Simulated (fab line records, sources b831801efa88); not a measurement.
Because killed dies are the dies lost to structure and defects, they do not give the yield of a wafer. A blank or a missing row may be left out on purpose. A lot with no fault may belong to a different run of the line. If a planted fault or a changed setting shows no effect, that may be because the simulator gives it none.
Problem report in the 8D (eight disciplines) form, filled by code :: flow gf180mcu :: the parts of the form that need people (team, actions taken, sign-off) are left out

== 1. WHAT WENT WRONG ==
Across 6 wafers from 2 lots, VT_IMPLANT_2_TW at GF_VT_IMPLANT_TW_MEAS_21 averages 1088, while fault-free wafers read 1216 with a standard deviation of 11. That is -12 standard deviations from the usual mean.
First observed at day 9 00:46: wafer L607.2, on film_metro-01. The record holds 39 wafers of 13 lots with a number at this step. Rule for "out", or "out of limits": more than 4 standard deviations from the usual mean. Any other wafer with a number is counted as sound.

== 2. WHAT IT IS AND WHAT IT IS NOT ==
question: which readings at this step
is: VT_IMPLANT_2_TW
is not: -

question: which lots
is: L607, L609
is not: L597, L598, L600, L601, L602, L606, L611, L613, L616, L618, L619

question: which wafers of those lots
is: all that have a number
is not: -

question: read on which gauges
is: film_metro-01, film_metro-03
is not: film_metro-02

question: when
is: from day 9 00:46
is not: up to then (18 sound wafers); but 15 sound wafers of L611, L613, L616, L618, L619 came after

== 3. WHAT RULES OUT EACH SUSPECT ==
Counting: a tool at any process step up to the reading remains a suspect when it ran all the lots that are out and ran no sound lot after the first of those.
- ruled out: the gauge at GF_VT_IMPLANT_TW_MEAS_21. Those wafers that are out were read across 2 gauges (film_metro-01, film_metro-03).
- plasma_asher-02 at GF_LVPWELL_STRIP_10 (strips in O2/N2): ruled out as a lasting fault. Sound lots L613 ran on it after its first lot that is out, L607 (day 6 08:35).
- implanter-02 at GF_VT_IMPLANT_IMPLANT_19: kept. It ran every lot that is out, first L607 (day 9 00:32), and no sound lot after that; its last sound lot up to then is L606 (day 8 21:09). Out on those wafers are its own readings of tilt_deg.
Remaining after the count: implanter-02 at GF_VT_IMPLANT_IMPLANT_19.

== 4. THE CAUSE (what the simulator had put in) ==
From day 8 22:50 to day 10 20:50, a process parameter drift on implanter-02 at GF_VT_IMPLANT_IMPLANT_19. From 7, the setting tilt_deg moved by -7. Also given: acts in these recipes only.
Counting left only this tool.

== 5. SEQUENCE OF EFFECTS, ordered by route ==
Each row: a reading whose mean over the struck wafers that have a number lies more than 3 standard deviations from the usual. Only readings for which the record gives a usual standard deviation are gone through. hours: the time from each lot's start at the first step in this table that gives one to its start at this step, as a median over the lots. sigmas: the change in usual standard deviations.
hours: 0
step: GF_VT_IMPLANT_IMPLANT_19
reading: tilt_deg
usual: 6.995 degrees
on struck wafers: 0.019
change: -6.976
sigmas: -99 or more

hours: 0
step: GF_VT_IMPLANT_TW_MEAS_21
reading: VT_IMPLANT_2_TW
usual: 1216
on struck wafers: 1088
change: -128
sigmas: -12
It contains these process steps:
- GF_VT_IMPLANT_IMPLANT_19

== 6. WHAT WOULD HAVE CAUGHT IT SOONER ==
2 hours passed between the start of the fault at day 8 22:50 and the first reading out of limits at a measuring or inspecting step in this record, taken at day 9 00:46.
The tool's own readings at GF_VT_IMPLANT_IMPLANT_19 were out on every struck wafer that the step has a row for (tilt_deg): an alarm limit on them would have fired on the first of those.
L609, from the lots that are out (2), started GF_VT_IMPLANT_IMPLANT_19 on implanter-02 later than day 9 00:46. A hold on the tool at that time would have spared it.
